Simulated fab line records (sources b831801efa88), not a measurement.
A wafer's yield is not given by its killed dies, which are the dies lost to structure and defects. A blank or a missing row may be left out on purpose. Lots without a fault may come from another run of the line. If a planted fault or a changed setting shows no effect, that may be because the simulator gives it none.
Which tool was responsible? -- flow sky130 -- Sampling: 15 lots, 45 wafers, 2 of 708 route steps

WHAT EACH GAUGE READ, for each wafer
SKY_VIA1_THK_MEAS_01.
lot,measured,on,VIA1_HDPCVD_THK (nm)
L925,day 34 07:14,film-metro-02,1018 1014 1021
L928,day 34 21:46,film-metro-01,1040 1014 1012
L927,day 35 02:22,film-metro-01,1040 1029 1021
L929,day 35 06:46,film-metro-03,1021 1021 1025
L931,day 36 02:12,film-metro-02,1031 1038 1053
L932,day 36 07:26,film-metro-03,1030 1048 1027
L933,day 36 12:04,film-metro-01,1007 1016 1005
L934,day 36 22:40,film-metro-01,1020 1030 1034
L935,day 37 06:29,film-metro-02,1034 1029 1029
L936,day 37 14:05,film-metro-03,1021 1021 1030
L937,day 38 03:40,film-metro-01,1021 1031 1026
L939,day 38 17:31,film-metro-02,1026 1020 1027
L942,day 39 04:17,film-metro-01,1045 1032 1024
L943,day 39 15:13,film-metro-01,1027 1032 1044
L944,day 39 19:37,film-metro-03,1029 1024 1010

SKY_VIA1_CD_MEAS_12: target cd 150 nm.
lot,measured,on,cd-nm (nm)
L925,day 35 10:44,cd-sem-01,148.6 149.2 148.3
L928,day 36 00:46,cd-sem-02,151.6 151.1 151.4
L927,day 36 05:47,cd-sem-02,151.2 152.2 151.0
L929,day 36 09:41,cd-sem-02,149.1 149.4 148.3
L931,day 37 05:18,cd-sem-01,149.4 150.5 151.5
L932,day 37 10:22,cd-sem-01,151.0 149.9 150.1
L933,day 37 15:16,cd-sem-01,153.2 154.7 154.2
L934,day 38 01:05,cd-sem-01,148.1 148.1 147.2
L935,day 38 08:41,cd-sem-02,151.2 152.6 152.1
L936,day 38 16:38,cd-sem-01,150.1 149.6 150.2
L937,day 39 06:08,cd-sem-01,147.9 148.6 147.8
L939,day 39 19:31,cd-sem-02,153.0 151.7 152.8
L942,day 40 06:05,cd-sem-02,150.8 150.5 147.5
L943,day 40 16:25,cd-sem-02,148.2 149.1 148.8
L944,day 40 21:20,cd-sem-02,148.8 148.1 148.6

EACH LOT AND THE TOOL THAT RAN IT (in order: tool; ch and the chambers of the sampled wafers; start)
There is no process step in the record ahead of these readings.

AS READ BY THE TOOLS THEMSELVES (means over the sampled wafers that have a number; for cases with no such wafer, the mark the record gives instead)
The record holds no such reading with a usual standard deviation.

THE ANSWER, worked out from the rows above alone
Rule: what is usual is taken from the lots themselves. The widest of any qualifying gaps counts: lots, ordered by their means at a reading, are off when they make up no more than a third of the lots, leave a main group of 4 or more, and stand apart from it by 3 or more times the standard deviation of that group's means. Not used: any main group whose means are identical at the precision the tables above print for the reading. A lot without any number at a reading at which 4 lots or more have one is off too. The other lots that the step has rows for count as sound. First the gauges in route order, then the tools' own readings, where a lot's mean is used as printed above. At the first step where some lot is off, the reading lying furthest off is the one used; lots without a number count as furthest.
No lot is off on any of the readings shown, so nothing can be concluded from this.

WHAT HAD BEEN PUT IN BY THE SIMULATOR
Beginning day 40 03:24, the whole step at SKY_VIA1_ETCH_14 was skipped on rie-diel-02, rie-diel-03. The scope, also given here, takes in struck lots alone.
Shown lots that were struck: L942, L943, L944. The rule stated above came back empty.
